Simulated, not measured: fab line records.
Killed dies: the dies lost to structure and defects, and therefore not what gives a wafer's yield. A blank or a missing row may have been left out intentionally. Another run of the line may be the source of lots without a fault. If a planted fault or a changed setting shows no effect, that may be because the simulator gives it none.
Chamber matching -- flow gf180mcu -- GF_V3_CVD_00 on hdpcvd-02 has 3 sister chambers
The step deposits SiO2, target thk 600 nm, time 100 s. 14 wafers are shown with their chamber, then 7 later ones without.

EACH WAFER AND ITS CHAMBER
wafer,chamber,susceptor temp C (C)
L075.2,0,399.92
L075.3,2,400.19
L075.5,1,399.83
L077.2,1,400.28
L077.4,2,399.95
L077.6,0,400.34
L079.3,1,399.92
L079.4,2,399.91
L079.6,0,400.20
L080.1,1,400.04
L080.2,2,400.30
L080.5,1,399.99
L081.1,1,399.92
L081.2,0,399.53

SIGNATURES, as means of the wafers listed above
reading,chamber 0,chamber 1,chamber 2,scatter within a chamber
susceptor temp C,399.9975,399.9967,400.0875,0.236
Rule: for a wafer and a chamber, the distance is found by dividing, reading by reading, the gap between the wafer's reading and the chamber's mean by the reading's scatter, squaring, summing and taking the root. The wafer belongs to the nearest chamber; if the next one is less than 2 further off, it can't be placed. The scatter is the square root of a quotient: the sum, over the shown wafers, of each reading's squared deviation from its chamber's mean, divided by wafers minus chambers.

WAFERS WITHOUT THEIR CHAMBER
wafer,susceptor temp C (C)
L081.3,400.45
L085.2,399.84
L085.3,399.56
L085.6,399.71
L093.2,399.66
L093.3,400.04
L093.5,399.72

CHAMBER TAKEN BY EACH
wafer,from the rows above,in truth
L081.3,can't be placed: 2 or 0 or 1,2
L085.2,can't be placed: 1 or 0 or 2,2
L085.3,can't be placed: 1 or 0 or 2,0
L085.6,can't be placed: 1 or 0 or 2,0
L093.2,can't be placed: 1 or 0 or 2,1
L093.3,can't be placed: 0 or 1 or 2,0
L093.5,can't be placed: 1 or 0 or 2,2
Correctly placed: 0 of 7. Cannot be placed on the basis of these rows: 7; the candidates contain the true chamber in 7. Wrongly placed: 0.
